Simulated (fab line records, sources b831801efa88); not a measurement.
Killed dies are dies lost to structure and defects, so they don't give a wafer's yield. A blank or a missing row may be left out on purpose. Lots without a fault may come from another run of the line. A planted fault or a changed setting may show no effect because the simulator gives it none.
Tool commonality check | flow gf180mcu | 10 lots, 36 wafers sampled

WHY IT WAS OPENED
At GF_STI_THK_MEAS_24 the reading STI_CVD_23_THK is flagged on 2 of 10 lots. Wafers without a fault read 646 nm, standard deviation 8.6.
Rule: a lot is flagged when every wafer of it that has a number lies more than 4 standard deviations from that mean, or none has a number. The other lots count as sound.

lot  | measured    | on            | STI_CVD_23_THK (nm), wafer by wafer | flag
L804 | day 2 06:25 | film_metro-03 | 648 640 650                         |
L805 | day 2 10:20 | film_metro-04 | 652 652 644                         |
L806 | day 2 16:10 | film_metro-03 | 626 644 632                         |
L808 | day 3 02:16 | film_metro-02 | 647 661 649                         |
L812 | day 3 21:56 | film_metro-04 | 372 370 354 372 370 354             | FLAGGED
L813 | day 4 02:20 | film_metro-02 | 352 384 371 352 384 370             | FLAGGED
L817 | day 4 22:05 | film_metro-02 | 639 651 643                         |
L818 | day 5 03:34 | film_metro-03 | 650 647 656                         |
L821 | day 5 18:47 | film_metro-04 | 637 641 631                         |
L827 | day 7 02:26 | film_metro-04 | 631 639 641                         |
The numbers of the flagged lots are 367 nm on average: -279 nm against the usual, or -32 standard deviations.

WHICH TOOL RAN EACH LOT
The record holds 1 process step before the reading, out of a route of 602 steps. In each cell: the tool, then ch and the chambers that the sampled wafers went through, then the start.
lot  | flag    | GF_STI_CVD_23
L804 |         | hdpcvd-02 ch 0,2, day 2 06:20
L805 |         | hdpcvd-01 ch 0,1, day 2 10:16
L806 |         | hdpcvd-01 ch 0,2, day 2 16:06
L808 |         | hdpcvd-02 ch 0,1, day 3 02:11
L812 | FLAGGED | hdpcvd-01 ch 0,1,2, day 3 21:52
L813 | FLAGGED | hdpcvd-01 ch 0,1,2, day 4 02:16
L817 |         | hdpcvd-02 ch 0,1,2, day 4 22:01
L818 |         | hdpcvd-02 ch 0,2, day 5 03:28
L821 |         | hdpcvd-02 ch 1,2, day 5 18:42
L827 |         | hdpcvd-02 ch 1,2, day 7 02:22
What these steps do:
- GF_STI_CVD_23: deposits SiO2, target thk 650 nm, time 108.3 s.
- GF_STI_THK_MEAS_24

FLAGGED OVER TOTAL, TOOL BY TOOL (the gauges that took the reading come last)
step               | tool          | lots run | flagged | share of the flagged lots | sound lots run after its first flagged lot
GF_STI_CVD_23      | hdpcvd-01     | 4        | 2       | all                       | 0
GF_STI_CVD_23      | hdpcvd-02     | 6        | 0       | none                      | -
GF_STI_THK_MEAS_24 | film_metro-02 | 3        | 1       | some                      | 1 (L817)
GF_STI_THK_MEAS_24 | film_metro-03 | 3        | 0       | none                      | -
GF_STI_THK_MEAS_24 | film_metro-04 | 4        | 1       | some                      | 2 (L821,L827)

WHAT THE TABLE ALLOWS
1 row of the table ran every flagged lot: hdpcvd-01 at GF_STI_CVD_23.
- hdpcvd-01 at GF_STI_CVD_23: 2 of its 4 lots flagged. Its last sound lot is L806 (day 2 16:06), its first flagged lot L812 (day 3 21:52): a fault that began between those two fits.
One tool is left: hdpcvd-01 at GF_STI_CVD_23.

WHAT THE SIMULATOR HAD PUT IN
Process parameter drift: hdpcvd-01, from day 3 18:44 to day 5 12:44, at GF_STI_CVD_23. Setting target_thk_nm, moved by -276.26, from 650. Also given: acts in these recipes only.
Lots struck among those shown: L812, L813. The rule above found the same.
